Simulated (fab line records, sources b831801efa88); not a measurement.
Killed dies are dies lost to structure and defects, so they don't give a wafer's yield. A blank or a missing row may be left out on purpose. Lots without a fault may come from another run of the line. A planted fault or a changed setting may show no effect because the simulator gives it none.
fab line records | flow sky130
record lots=6 wafers=18 last_day=50
route steps=708 shown RES_XHIGH@339 SD_N@342 PAD_OPEN@708
lots that met no fault: from a run of the same line without faults
start_h: hours from the record's first day to the start of the lot's first wafer shown | wait_h: hours since the lot's step before | " the same as in the row above | L1.1+2: a row that stands for several wafers | - no value, or no start given | * or withheld: withheld | < > ~ a bound
route shown NAME@n: a module of which the file shows steps, and the number in the route of the first | usual: mean/standard deviation of fault-free wafers | same: alike in all rows | chamber/n: place in a boat | sites: the reading at each site | _std_site: their standard deviation | _edge_site: outer sites' mean less inner sites' | radius_mm: how far each site lies from the wafer's centre | mask NAME#n: copy n | behind: the tool/chamber that last shaped the wafer | hold: why the lot was held/for how many hours/how that ended | device: the transistor (n, p or np) that didn't switch | end of line: the same wafers' tests at the end of the route | a step without rows: its recipe alone | killed: dies lost to structure and defects at the first sort, not the wafer's yield | map: a wafer's dies, x killed, . not, _ none there
set.NAME: the setting as run; set.NAME@STEP: as run at that earlier step | model.NAME: the simulator's own value behind a step, which no gauge read
lots at some steps of the route; a table a step, a row a wafer
services: from which hour (start_h, from the record's first day; less than 0 if before it) a tool's chamber was out of use, for how many hours, and why
## steps
# step SKY_RES_XHIGH_IMPLANT_07
# recipe species=BF2 energy_kev=20 dose_cm2=3.6e+14 tilt_deg=0
# step SKY_RES_XHIGH_STRIP_08
# recipe chemistry=O2/N2 power_w=1400 pressure_mtorr=1500 platen_temp_c=withheld o2_flow_sccm=3000 n2_flow_sccm=300 overash_fraction=0.5
# usual drypump_motor_current_A=5.4/0.51 oes_product_au=0.711/0.0049 strip_time_to_endpoint_s=14.27/0.044
# columns lot.wafer tool chamber start_h wait_h drypump_motor_current_A oes_product_au rf_hours_counter_h strip_time_to_endpoint_s
L628.1 plasma_asher-02 0 609.26 0.1 6.1 0.708 79 14.21
L628.3 " 1 " " 4.8 0.708 - 14.19
L628.6 " 1 " " 4.7 0.712 - 14.21
L633.2 plasma_asher-02 1 662.99 0.1 4.8 0.714 86 14.26
L633.3 " 0 " " 6.1 0.712 - 14.31
L633.6 " 1 " " 4.8 0.712 - 14.27
L644.1 plasma_asher-04 1 744.71 0.1 5.0 0.703 0 14.28
L644.3 " 1 " " 5.0 0.719 - 14.32
L644.5 " 1 " " 5.0 0.707 - 14.31
L645.2 plasma_asher-04 0 757.41 0.1 5.6 0.715 1 14.32
L645.3 " 1 " " 5.0 0.712 - 14.35
L645.4 " 0 " " 5.6 0.713 - 14.35
L646.1 plasma_asher-02 1 762.99 0.1 4.8 0.719 95 14.33
L646.2 " 0 " " 6.1 0.704 95 14.33
L646.4 " 1 " " 4.8 0.703 - 14.25
L651.2 plasma_asher-03 0 802.61 0.1 6.1 0.707 66 14.23
L651.4 " 1 " " 5.4 0.709 - 14.27
L651.6 " 0 " " 6.1 0.709 - 14.22
# step SKY_RES_XHIGH_TW_MEAS_09
# usual RES_XHIGH_TW=1634/16
# columns lot.wafer tool chamber start_h wait_h RES_XHIGH_TW
L628.1 film_metro-04 - 609.36 0.1 1623
L628.3 " - " " 1618
L628.6 " - " " 1613
L633.2 film_metro-04 - 663.10 0.1 1614
L633.3 " - " " 1617
L633.6 " - " " 1614
L644.1 film_metro-02 - 744.81 0.1 1660
L644.3 " - " " 1650
L644.5 " - " " 1662
L645.2 film_metro-04 - 757.52 0.1 1624
L645.3 " - " " 1620
L645.4 " - " " 1623
L646.1 film_metro-02 - 763.09 0.1 1659
L646.2 " - " " 1652
L646.4 " - " " 1661
L651.2 film_metro-03 - 802.72 0.1 1642
L651.4 " - " " 1629
L651.6 " - " " 1634
# step SKY_SD_N_DEHYDRATE_00
# recipe temp_c=200 time_s=60
# step SKY_SD_N_HMDS_01
# recipe prime_time_s=60 prime_temp_c=120
# step SKY_SD_N_COAT_02
# recipe resist=NOVOLAK spin_rpm=3000 resist_thk_nm=1140
# step SKY_SD_N_SOFTBAKE_03
# recipe temp_c=90 time_s=60 resist=NOVOLAK
# step SKY_SD_N_EXPOSE_04
# recipe mask_id=NSDM na=0.6 source_shape=conventional sigma_outer=0.6 polarization=unpolarized target_cd_nm=380 dose_mj=141
# step SKY_SD_N_PEB_05
# recipe temp_c=withheld time_s=* resist=NOVOLAK
# step SKY_SD_N_DEVELOP_06
# recipe resist=NOVOLAK developer=TMAH develop_time_s=60 dev_temp_c=23
# step SKY_SD_N_CD_MEAS_07
# recipe target_cd_nm=380
# usual cd_nm=379.8/2.8
# columns lot.wafer tool chamber start_h wait_h cd_nm
L628.1 cd_sem-02 - 639.11 0.1 377.6
L628.3 " - " " 379.4
L628.6 " - " " 377.1
L633.2 cd_sem-02 - 690.97 0.1 376.7
L633.3 " - " " 376.6
L633.6 " - " " 378.5
L644.1 cd_sem-01 - 771.86 0.1 376.0
L644.3 " - " " 376.3
L644.5 " - " " 377.3
L645.2 cd_sem-01 - 783.71 0.1 380.5
L645.3 " - " " 382.1
L645.4 " - " " 380.0
L646.1 cd_sem-01 - 789.21 0.1 382.7
L646.2 " - " " 378.7
L646.4 " - " " 377.9
L651.2 cd_sem-02 - 829.12 0.1 378.9
L651.4 " - " " 381.8
L651.6 " - " " 382.9
# step SKY_SD_N_OVL_MEAS_08
# usual SD_N_OVL=0.0/1.3
# columns lot.wafer tool chamber start_h wait_h SD_N_OVL[nm]
L628.1 overlay-02 - 639.23 0.1 1.8
L628.3 " - " " 1.8
L628.6 " - " " 1.1
L633.2 overlay-02 - 691.08 0.1 -1.5
L633.3 " - " " -1.2
L633.6 " - " " -1.6
L644.1 overlay-01 - 771.98 0.1 1.9
L644.3 " - " " -0.4
L644.5 " - " " 1.6
L645.2 overlay-01 - 783.81 0.1 0.9
L645.3 " - " " 2.6
L645.4 " - " " 1.5
L646.1 overlay-02 - 789.33 0.1 0.8
L646.2 " - " " 1.2
L646.4 " - " " 0.4
L651.2 overlay-01 - 829.23 0.1 -0.9
L651.4 " - " " -1.2
L651.6 " - " " -0.9
# step SKY_SD_N_IMPLANT_09
# recipe species=As energy_kev=50 dose_cm2=4e+15 tilt_deg=0
# usual beam_energy_keV=50.001/0.017 faraday_current_uA=12844/1100
# columns lot.wafer tool chamber start_h wait_h beam_energy_keV faraday_current_uA model.implant.rp_nm model.implant.drp_nm
L628.1 implanter-03 0 639.27 0.0 50.001 12714 32.25 14.11
L628.3 " 0 " " 50.015 12269 32.25 14.11
L628.6 " 0 " " 49.999 12808 32.25 14.11
L633.2 implanter-01 0 691.13 0.0 49.968 12378 33.24 14.11
L633.3 " 0 " " 49.988 11648 33.24 14.11
L633.6 " 0 " " 49.991 11852 33.24 14.11
L644.1 implanter-01 0 772.02 0.0 38.099 12073 25.71 11.52
L644.3 " 0 " " 38.084 12147 25.71 11.52
L644.5 " 0 " " 38.081 11919 25.71 11.52
L645.2 implanter-03 0 783.87 0.0 49.986 12658 33.05 14.11
L645.3 " 0 " " 49.999 11997 33.05 14.11
L645.4 " 0 " " 50.008 12627 33.05 14.11
L646.1 implanter-01 0 789.37 0.0 38.055 11838 25.79 11.52
L646.2 " 0 " " 38.059 12071 25.79 11.52
L646.4 " 0 " " 38.080 12204 25.79 11.52
L651.2 implanter-03 0 829.28 0.0 49.986 12270 32.27 14.11
L651.4 " 0 " " 49.996 12870 32.27 14.11
L651.6 " 0 " " 49.969 12598 32.27 14.11
# step SKY_SD_N_IMPLANT_10
# recipe species=P energy_kev=20 dose_cm2=1e+14 tilt_deg=0
# step SKY_SD_N_STRIP_11
# recipe chemistry=O2/N2 power_w=1400 pressure_mtorr=1500 platen_temp_c=withheld o2_flow_sccm=3000 n2_flow_sccm=300 overash_fraction=0.5
# usual drypump_motor_current_A=5.5/0.42 oes_product_au=0.527/0.0043 strip_time_to_endpoint_s=22.57/0.041
# columns lot.wafer tool chamber start_h wait_h drypump_motor_current_A oes_product_au rf_hours_counter_h strip_time_to_endpoint_s
L628.1 plasma_asher-01 0 639.57 0.1 5.2 0.525 22 22.51
L628.3 " 1 " " 6.0 0.523 - 22.52
L628.6 " 1 " " 6.1 0.523 - 22.56
L633.2 plasma_asher-01 0 691.41 0.1 5.2 0.530 27 22.57
L633.3 " 1 " " 6.0 0.524 - 22.62
L633.6 " 0 " " 5.2 0.529 - 22.56
L644.1 plasma_asher-03 1 772.32 0.1 5.3 0.554 63 20.76
L644.3 " 0 " " 6.1 0.557 - 20.82
L644.5 " 1 " " 5.4 0.556 - 20.83
L645.2 plasma_asher-04 1 784.14 0.1 5.0 0.534 4 22.59
L645.3 " 1 " " 5.0 0.525 - 22.59
L645.4 " 0 " " 5.6 0.525 - 22.64
L646.1 plasma_asher-03 1 789.67 0.1 5.3 0.541 65 20.75
L646.2 " 0 " " 6.1 0.549 65 20.79
L646.4 " 1 " " 5.3 0.560 - 20.77
L651.2 plasma_asher-04 1 829.56 0.1 5.0 0.517 9 22.65
L651.4 " 1 " " 5.0 0.523 - 22.62
L651.6 " 0 " " 5.6 0.530 - 22.60
# step SKY_SD_N_TW_MEAS_12
# usual SD_N_TW=3977/36
# columns lot.wafer tool chamber start_h wait_h hold SD_N_TW
L628.1 film_metro-02 - 639.67 0.1 - 4011
L628.3 " - " " - 4005
L628.6 " - " " - 4012
L633.2 film_metro-02 - 691.52 0.1 - 4010
L633.3 " - " " - 4021
L633.6 " - " " - 4040
L644.1 film_metro-03 - 772.42 0.1 await_dispo/0.2h/release 3732
L644.3 " - " " await_dispo/0.2h/release 3719
L644.5 " - " " await_dispo/0.2h/release 3719
L644.1 film_metro-03 - 772.65 0.2 - 3716
L644.3 " - " " - 3706
L644.5 " - " " - 3723
L645.2 film_metro-03 - 784.25 0.1 - 3984
L645.3 " - " " - 4014
L645.4 " - " " - 4002
L646.1 film_metro-03 - 789.77 0.1 await_dispo/0.2h/release 3718
L646.2 " - " " await_dispo/0.2h/release 3719
L646.4 " - " " await_dispo/0.2h/release 3730
L646.1 film_metro-03 - 790.06 0.3 - 3707
L646.2 " - " " - 3707
L646.4 " - " " - 3717
L651.2 film_metro-03 - 829.67 0.1 - 3981
L651.4 " - " " - 3969
L651.6 " - " " - 3967
# step SKY_SD_N_RTA_14
# recipe temp_c=1075 time_s=2 idle_temp_c=650 ramp_up_c_per_s=150 ramp_down_c_per_s=90 ambient=N2
# usual lamp_power_pct=15.74/0.058 wafer_temp_C_max=1077.9/1.2
# same time_s=2
# columns lot.wafer tool chamber start_h wait_h lamp_power_pct wafer_temp_C_max
L628.1 rtp_anneal-01 0 639.78 0.0 15.67 1077.2
L628.3 " 0 " " 15.76 1078.7
L628.6 " 0 " " 15.79 1077.6
L633.2 rtp_anneal-02 0 691.63 0.0 15.73 1078.3
L633.3 " 0 " " 15.70 1079.3
L633.6 " 0 " " 15.72 1078.5
L644.1 rtp_anneal-01 0 774.21 0.0 15.74 1079.5
L644.3 " 0 " " 15.68 1076.5
L644.5 " 0 " " 15.75 1077.4
L645.2 rtp_anneal-02 0 784.36 0.0 15.67 1076.6
L645.3 " 0 " " 15.66 1076.6
L645.4 " 0 " " 15.76 1076.3
L646.1 rtp_anneal-01 0 796.74 0.0 15.80 1077.6
L646.2 " 0 " " 15.75 1080.7
L646.4 " 0 " " 15.72 1078.8
L651.2 rtp_anneal-02 0 829.78 0.0 15.53 1078.9
L651.4 " 0 " " 15.78 1079.3
L651.6 " 0 " " 15.82 1078.5
# step SKY_SD_N_RS_MEAS_16
# recipe thk_meas_gauge=four-point-probe
# usual SD_N_RS=68.63/0.097
# columns lot.wafer tool chamber start_h wait_h hold SD_N_RS[ohm/sq]
L628.1 film_metro-04 - 639.95 0.1 - 68.60
L628.3 " - " " - 68.49
L628.6 " - " " - 68.47
L633.2 film_metro-03 - 691.81 0.1 - 68.56
L633.3 " - " " - 68.48
L633.6 " - " " - 68.53
L644.1 film_metro-04 - 774.42 0.1 await_dispo/0.2h/release 78.21
L644.3 " - " " await_dispo/0.2h/release 78.18
L644.5 " - " " await_dispo/0.2h/release 77.99
L644.1 film_metro-04 - 774.70 0.3 - 78.05
L644.3 " - " " - 78.07
L644.5 " - " " - 78.08
L645.2 film_metro-02 - 784.55 0.1 - 68.73
L645.3 " - " " - 68.53
L645.4 " - " " - 68.66
L646.1 film_metro-03 - 797.05 0.2 await_dispo/0.2h/release 78.45
L646.2 " - " " await_dispo/0.2h/release 78.22
L646.4 " - " " await_dispo/0.2h/release 78.24
L646.1 film_metro-03 - 797.34 0.3 - 78.34
L646.2 " - " " - 78.05
L646.4 " - " " - 78.27
L651.2 film_metro-04 - 829.96 0.1 - 68.65
L651.4 " - " " - 68.64
L651.6 " - " " - 68.62
# step SKY_PAD_OPEN_PROBE_99
# usual defect_limited_yield=82.7/2 killed_at_M0_to_M3=42/7.7 killed_at_M4_up=3.1/1.9 killed_at_contacts=24/4.9 killed_at_front_end=15/4.6 killed_at_other=0.3/0.51 killed_dies=85/9.9 killed_open=47/7.1 killed_short=38/6.7 sort_bin_3_pad_short=0.9/0.46 sort_bin_5_function=10.1/1.5 sort_bin_6_memory=6.3/1.1 sort_n_pass=407/9.9 sort_yield_pct=82.7/2
# same gross_dies=492 killed_at_back_side=0 sort_bin_4_leakage[%]=0 sort_bin_8_speed[%]=0
# columns lot.wafer tool chamber start_h wait_h defect_limited_yield[%] killed_at_M0_to_M3 killed_at_M4_up killed_at_contacts killed_at_front_end killed_at_other killed_dies killed_open killed_short sort_bin_3_pad_short[%] sort_bin_5_function[%] sort_bin_6_memory[%] sort_n_pass sort_yield_pct[%]
L633.2 prober-02 - 1106.61 0.1 81.7 44 4 21 20 1 90 51 39 0.4 11.4 6.5 402 81.7
L633.3 prober-02 - 1106.66 0.2 83.5 31 4 32 14 0 81 51 30 0.2 10.6 5.7 411 83.5
L633.6 prober-02 - 1106.81 0.2 80.3 38 3 29 27 0 97 65 32 0.6 12.2 6.9 395 80.3
# killed by level:class
L633.2 CONTACT:geometric_particle:open=9 METAL1:geometric_particle:short=9 LI_CONTACT:geometric_particle:open=8 VIA1:geometric_particle:open=7 METAL2:geometric_particle:short=6 FIELD_ISO:geometric_particle:open=5 POLY_GATE:geometric_particle:open=5 VIA2:geometric_particle:open=5
L633.3 LI_CONTACT:geometric_particle:open=10 VIA1:geometric_particle:open=10 LOCAL_INTERCONNECT:geometric_particle:short=8 FIELD_ISO:geometric_particle:open=6 CONTACT:geometric_particle:open=6 CONTACT:geometric_particle:short=5 VIA3:geometric_particle:open=5 METAL1:geometric_particle:short=4
L633.6 VIA1:geometric_particle:open=14 LI_CONTACT:geometric_particle:open=13 CONTACT:geometric_particle:open=9 FIELD_ISO:geometric_particle:open=6 VIA2:geometric_particle:open=6 POLY_GATE:geometric_particle:short=5 POLY_GATE:geometric_particle:open=5 LOCAL_INTERCONNECT:geometric_particle:short=5
## services
# columns tool chamber start_h hours kind
plasma_asher-03 - 602.21 28.1 pm
implanter-01 - 629.91 3.9 pm
plasma_asher-04 - 642.87 14.6 pm
implanter-01 - 662.44 14.8 repair
implanter-03 - 672.88 3.9 pm
implanter-01 - 684.37 3.9 repair
implanter-01 - 705.59 31.3 pm
implanter-03 - 732.11 2.2 repair
plasma_asher-04 - 733.75 9.0 pm
plasma_asher-04 0 733.75 9.0 vent_cycle
plasma_asher-04 1 733.75 9.0 vent_cycle
plasma_asher-04 0 742.75 - clean
plasma_asher-04 1 742.75 - clean
plasma_asher-01 - 782.57 7.4 repair
implanter-03 - 786.10 5.3 repair
plasma_asher-03 - 819.67 14.9 repair
implanter-03 - 826.82 0.8 repair
## key
first_sign step=SKY_SD_N_IMPLANT_09 reading=beam_energy_keV direction=down sigmas=99+ usual=* struck=*
effect step=SKY_SD_N_STRIP_11 reading=strip_time_to_endpoint_s direction=down sigmas=44 usual=* struck=*
effect step=SKY_SD_N_TW_MEAS_12 reading=visit direction=added
effect step=SKY_SD_N_TW_MEAS_12 reading=SD_N_TW direction=down sigmas=7 usual=3977 struck=3723
effect step=SKY_SD_N_RS_MEAS_16 reading=visit direction=added
effect step=SKY_SD_N_RS_MEAS_16 reading=SD_N_RS direction=up sigmas=98 usual=68.63 struck=78.22
model_effect step=SKY_SD_N_IMPLANT_09 value=implant.rp_nm without=32.05 struck=25.75
met_at SKY_SD_N_IMPLANT_09
struck_wafers L644.1,L644.3,L644.5,L646.1,L646.2,L646.4
scrapped_behind SKY_SD_N_RS_MEAS_16 L644.1,L644.3,L644.5,L646.1,L646.2,L646.4
onset_between 691.13 772.02
fault kind=process_parameter_drift tool=implanter-01 chamber=- onset_h=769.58 steps=SKY_SD_N_IMPLANT_09 channel=energy_kev offset=* shape=step end_h=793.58 acts_in=* stated=*
